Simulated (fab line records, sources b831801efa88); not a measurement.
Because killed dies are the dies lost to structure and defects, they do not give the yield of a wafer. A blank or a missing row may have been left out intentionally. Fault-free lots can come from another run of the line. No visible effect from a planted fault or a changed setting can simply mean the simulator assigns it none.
8D (eight disciplines) problem report, filled in by code :: flow sfqLine :: the parts of the form that need people (team, actions taken, sign-off) are left out

== 1. THE ISSUE ==
At SFQ_TRILAYER_I2_CMP_CMP_064, timeToEndpointS averages 253 s over 2 wafers from 2 lots, while fault-free wafers read 215 s, standard deviation 6.8. Relative to the usual mean, that is a shift of +5.6 standard deviations.
The step: polishes SiO2.
First observed at day 38 09:47: wafer L899.5, on cmp-02. The record has a number at this step for 38 wafers belonging to 14 lots. Rule for "out", or "out of limits": more than 4 standard deviations from the usual mean. The rest of the wafers with a number are treated as sound.

== 2. WHAT IT IS; WHAT IT IS NOT ==
question: which readings at this step
is: timeToEndpointS
is not: -

question: which lots
is: L899, L900
is not: L893, L894, L895, L896, L902, L907, L908, L909, L911, L912, L914, L916

question: which wafers of those lots
is: L899.5, L900.2
is not: L899.1, L900.1

question: read on which tools
is: cmp-02
is not: cmp-01

question: when
is: from day 38 09:47
is not: up to then (13 sound wafers); but 23 sound wafers of L900, L902, L907, L908, L909, L911, L912, L914, L916 came after

== 3. THE SUSPECTS, EACH WITH WHAT RULES IT OUT ==
Counting: any tool at a process step up to the reading remains a suspect provided it ran every lot that is out. Sound lots after the first of them don't rule it out here, since some wafers of a struck lot are sound.
- cmp-02 at SFQ_TRILAYER_I2_CMP_CMP_064 (polishes SiO2): kept. Every lot that is out went through it, the first being L899 (day 38 07:17); the last sound lot it ran before that was L896 (day 37 04:58). Its own readings are out on those wafers: timeToEndpointS.
- In cmp-02 at SFQ_TRILAYER_I2_CMP_CMP_064, the wafers that are out were processed in chamber 1 and their sound lot-mates in chambers 0, 2.
After counting, what remains is cmp-02 at SFQ_TRILAYER_I2_CMP_CMP_064.

== 4. THE CAUSE (what the simulator had put in) ==
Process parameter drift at SFQ_TRILAYER_I2_CMP_CMP_064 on cmp-02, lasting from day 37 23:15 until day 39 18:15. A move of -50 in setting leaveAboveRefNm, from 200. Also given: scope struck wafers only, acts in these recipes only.
After counting, this tool was the only one left.

== 5. SEQUENCE OF EFFECTS, ordered by route ==
Each row: a reading where the mean over the struck wafers with a number is more than 3 standard deviations away from the usual. Scope: only readings with a usual standard deviation given in the record; hours: median across lots of the time from each lot's start at the first step in this table that gives one to its start at this step; sigmas: change in usual standard deviations.
hours: 0
step: SFQ_TRILAYER_I2_CMP_CMP_064
reading: timeToEndpointS
usual: 215 s
on struck wafers: 253
change: +38
sigmas: +5.6

hours: 2
step: SFQ_TRILAYER_I2_METRO_MEASURE_065
reading: thkNm
usual: 199.9 nm
on struck wafers: 149.7
change: -50.2
sigmas: -50

hours: 153
step: SFQ_TRILAYER_I2_VIA_ETCH_VIA_ETCH_070
reading: oesProductAu
usual: 0.854 a.u.
on struck wafers: 0.738
change: -0.116
sigmas: -24
Process steps it contains:
- SFQ_TRILAYER_I2_CMP_CMP_064: polishes SiO2.
- SFQ_TRILAYER_I2_METRO_MEASURE_065
- SFQ_TRILAYER_I2_VIA_ETCH_VIA_ETCH_070: etches SiO2 in CHF3, stops on Nb, target depth 260 nm.

== 6. HOW IT WOULD HAVE BEEN CAUGHT EARLIER ==
First out-of-limits reading in this record: day 38 09:47, which is 11 hours after fault onset at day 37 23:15.
